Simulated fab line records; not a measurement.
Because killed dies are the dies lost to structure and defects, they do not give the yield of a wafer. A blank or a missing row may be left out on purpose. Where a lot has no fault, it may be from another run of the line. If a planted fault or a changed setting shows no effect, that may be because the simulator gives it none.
What tool caused it? | flow gf180mcu | Sampling: 12 lots, 36 wafers, 6 of 602 route steps

## WHAT THE GAUGES READ, wafer by wafer
GF_STI_THK_MEAS_02. Usual: for STI_OXIDATION_THK the level is 10.02 nm and the standard deviation is 0.16.
lot  | measured    | on            | STI_OXIDATION_THK (nm) | flag
L260 | day 1 16:47 | film_metro-04 | 9.93 9.94 9.83         |
L261 | day 1 21:31 | film_metro-03 | 10.06 9.99 10.07       |
L263 | day 2 07:43 | film_metro-04 | 10.35 10.33 10.21      |
L264 | day 2 12:31 | film_metro-01 | 10.12 9.95 10.08       |
L265 | day 2 17:38 | film_metro-04 | 10.04 10.16 9.92       |
L266 | day 2 23:52 | film_metro-03 | 9.83 9.97 9.84         |
L267 | day 3 03:32 | film_metro-03 | 9.99 10.02 9.98        |
L268 | day 3 08:35 | film_metro-01 | 9.92 9.75 9.74         |
L269 | day 3 13:33 | film_metro-03 | 9.89 9.95 9.92         |
L270 | day 3 18:32 | film_metro-03 | 9.91 9.95 9.94         |
L275 | day 4 20:52 | film_metro-04 | 10.38 10.26 10.19      |
L281 | day 6 01:44 | film_metro-03 | 9.83 9.75 9.75         |

GF_STI_THK_MEAS_24. Usual: for STI_CVD_23_THK the level is 648 nm and the standard deviation is 5.9.
lot  | measured    | on            | STI_CVD_23_THK (nm) | flag
L260 | day 2 09:04 | film_metro-03 | 641 639 641         |
L261 | day 2 13:54 | film_metro-01 | 666 664 656         |
L263 | day 3 00:08 | film_metro-03 | 647 637 637         |
L264 | day 3 04:50 | film_metro-04 | 642 648 647         |
L265 | day 3 11:39 | film_metro-04 | 646 648 644         |
L266 | day 3 16:50 | film_metro-04 | 649 651 643         |
L267 | day 3 20:28 | film_metro-03 | 645 643 650         |
L268 | day 4 02:22 | film_metro-04 | 646 643 653         |
L269 | day 4 06:54 | film_metro-04 | 650 644 645         |
L270 | day 4 11:31 | film_metro-01 | 646 654 643         |
L275 | day 5 16:47 | film_metro-03 | 460 645 463         | OFF
L281 | day 6 21:03 | film_metro-01 | 651 647 651         |

GF_DUAL_GATE_OVL_MEAS_11. Usual: for DUAL_GATE_OVL the level is -0.6 nm and the standard deviation is 1.5.
lot  | measured     | on         | DUAL_GATE_OVL (nm) | flag
L260 | day 8 16:51  | overlay-02 | -2.9 0.7 -0.5      |
L261 | day 8 23:57  | overlay-02 | -2.2 -3.0 -1.7     |
L263 | day 9 15:25  | overlay-02 | -1.6 -2.5 -1.7     |
L264 | day 9 21:10  | overlay-01 | -0.4 0.3 -1.7      |
L265 | day 10 04:50 | overlay-02 | 0.3 0.2 -0.8       |
L266 | day 10 14:43 | overlay-01 | -0.3 1.5 -0.8      |
L267 | day 10 21:10 | overlay-02 | 2.1 0.8 1.6        |
L268 | day 11 02:14 | overlay-01 | -1.6 -0.5 -1.4     |
L269 | day 11 07:49 | overlay-01 | -0.1 0.1 -0.5      |
L270 | day 11 12:52 | overlay-01 | -4.1 -1.4 -3.7     |
L275 | day 13 05:48 | overlay-02 | -1.4               |
L281 | day 14 18:53 | overlay-01 | 0.0 1.6 2.0        |

## EACH LOT AND THE TOOL THAT RAN IT (in order: tool; ch and the chambers of the sampled wafers; start)
lot  | GF_STI_STRIP_15                     | GF_STI_CVD_23                   | GF_STI_CMP_25
L260 | plasma_asher-01 ch 0,1, day 2 07:16 | hdpcvd-02 ch 0,1, day 2 08:56   | cmp-02 ch 1,2, day 2 09:10
L261 | plasma_asher-04 ch 0,1, day 2 12:10 | hdpcvd-01 ch 0,2, day 2 13:49   | cmp-01 ch 0,2,3, day 2 14:00
L263 | plasma_asher-02 ch 0,1, day 2 22:23 | hdpcvd-02 ch 1,2, day 3 00:02   | cmp-01 ch 0,1,2, day 3 00:12
L264 | plasma_asher-01 ch 0,1, day 3 03:01 | hdpcvd-02 ch 1,2, day 3 04:42   | cmp-01 ch 0,3, day 3 04:56
L265 | plasma_asher-02 ch 0,1, day 3 09:56 | hdpcvd-02 ch 0,1, day 3 11:35   | cmp-01 ch 0,2,3, day 3 11:43
L266 | plasma_asher-04 ch 0,1, day 3 15:07 | hdpcvd-02 ch 0,1,2, day 3 16:46 | cmp-01 ch 1,2,3, day 3 20:00
L267 | plasma_asher-02 ch 0,1, day 3 18:46 | hdpcvd-01 ch 0,1, day 3 20:22   | cmp-01 ch 0,3, day 3 22:09
L268 | plasma_asher-04 ch 0,1, day 3 23:58 | hdpcvd-02 ch 0,1,2, day 4 02:16 | cmp-01 ch 1,3, day 4 03:01
L269 | plasma_asher-04 ch 0,1, day 4 05:08 | hdpcvd-02 ch 0,1,2, day 4 06:50 | cmp-01 ch 1,2,3, day 4 07:01
L270 | plasma_asher-02 ch 0,1, day 4 09:48 | hdpcvd-01 ch 0,2, day 4 11:25   | cmp-01 ch 1,2,3, day 4 11:42
L275 | plasma_asher-04 ch 0,1, day 5 13:53 | hdpcvd-02 ch 1,2, day 5 16:43   | cmp-02 ch 0,1,2, day 5 16:54
L281 | plasma_asher-01 ch 0,1, day 6 19:10 | hdpcvd-01 ch 0,2, day 6 20:59   | cmp-01 ch 1,3, day 6 21:08
- GF_STI_STRIP_15: strips in O2/N2.
- GF_STI_CVD_23: deposits SiO2, target thk 650 nm, time 108.3 s.
- GF_STI_CMP_25: polishes, stops on Si3N4, t overpolish 33 s, target thk 524.6 nm.

## WHAT THE TOOLS THEMSELVES READ (means of the sampled wafers that have a number; where no wafer has one, the mark that the record gives instead)
GF_STI_STRIP_15. Usual: drypump_motor_current_A 5.7 A, standard deviation 0.52; heater_power_w 332 W, standard deviation 24; oes_product_au 0.385 a.u., standard deviation 0.0051; strip_time_to_endpoint_s 3.74 s, standard deviation 0.059.
lot  | tool            | drypump_motor_current_A (A) | heater_power_w (W) | oes_product_au (a.u.) | strip_time_to_endpoint_s (s) | flag
L260 | plasma_asher-01 | 6.2                         | 333                | 0.381                 | 3.76                         |
L261 | plasma_asher-04 | 5.5                         | 330                | 0.383                 | 3.73                         |
L263 | plasma_asher-02 | 5.2                         | 339                | 0.384                 | 3.71                         |
L264 | plasma_asher-01 | 6.2                         | 337                | 0.381                 | 3.70                         |
L265 | plasma_asher-02 | 5.2                         | 347                | 0.380                 | 3.72                         |
L266 | plasma_asher-04 | 5.8                         | 339                | 0.387                 | 3.75                         |
L267 | plasma_asher-02 | 5.2                         | 344                | 0.387                 | 3.76                         |
L268 | plasma_asher-04 | 5.8                         | 339                | 0.383                 | 3.64                         |
L269 | plasma_asher-04 | 5.8                         | 341                | 0.384                 | 3.68                         |
L270 | plasma_asher-02 | 5.2                         | 340                | 0.389                 | 3.70                         |
L275 | plasma_asher-04 | 5.5                         | 330                | 0.393                 | 3.76                         |
L281 | plasma_asher-01 | 6.1                         | 321                | 0.390                 | 3.67                         |

GF_STI_CMP_25. Usual: motor_current_A 12.1 A, standard deviation 1.4; slurry_flow_ml_min 150.0, standard deviation 0.45; time_to_endpoint_s 121 s, standard deviation 3.9.
lot  | tool   | motor_current_A (A) | slurry_flow_ml_min | time_to_endpoint_s (s) | flag
L260 | cmp-02 | 12.9                | 150.6              | 118                    |
L261 | cmp-01 | 12.3                | 150.2              | 125                    |
L263 | cmp-01 | 12.4                | 149.6              | 117                    |
L264 | cmp-01 | 13.0                | 150.4              | 121                    |
L265 | cmp-01 | 12.3                | 150.1              | 121                    |
L266 | cmp-01 | 13.1                | 150.1              | 127                    |
L267 | cmp-01 | 12.8                | 150.0              | 122                    |
L268 | cmp-01 | 12.9                | 150.3              | 123                    |
L269 | cmp-01 | 12.8                | 150.5              | 125                    |
L270 | cmp-01 | 12.4                | 150.2              | 119                    |
L275 | cmp-02 | 11.0                | 150.1              | 101                    | OFF
L281 | cmp-01 | 13.0                | 150.2              | 121                    |

## THE ANSWER, worked out from the rows above alone
Rule: a lot counts as off when the mean over its wafers that have a number is more than 3 standard deviations away from the usual mean. Also off: a lot with no number at a reading for which 4 or more lots have one. All remaining lots with rows at the step are treated as sound. After the gauges, taken in route order, come the tools' own readings; for these a lot's mean is taken, as printed above. At the first step where some lot is off, the reading lying furthest off is the one used; lots without a number count as furthest.
Off: L275, seen at GF_STI_THK_MEAS_24 (STI_CVD_23_THK).
A tool fits if, at a process step before that reading, it ran every lot that is off, and no sound lot after the first of them. Not tried: the gauges at GF_STI_THK_MEAS_24; whatever is off there is also off at GF_STI_CMP_25, on other tools, and gauge error can't account for it. This does not decide it: 2 tools fit, namely plasma_asher-04 at GF_STI_STRIP_15 and hdpcvd-02 at GF_STI_CVD_23.

## WHAT HAD BEEN PUT IN BY THE SIMULATOR
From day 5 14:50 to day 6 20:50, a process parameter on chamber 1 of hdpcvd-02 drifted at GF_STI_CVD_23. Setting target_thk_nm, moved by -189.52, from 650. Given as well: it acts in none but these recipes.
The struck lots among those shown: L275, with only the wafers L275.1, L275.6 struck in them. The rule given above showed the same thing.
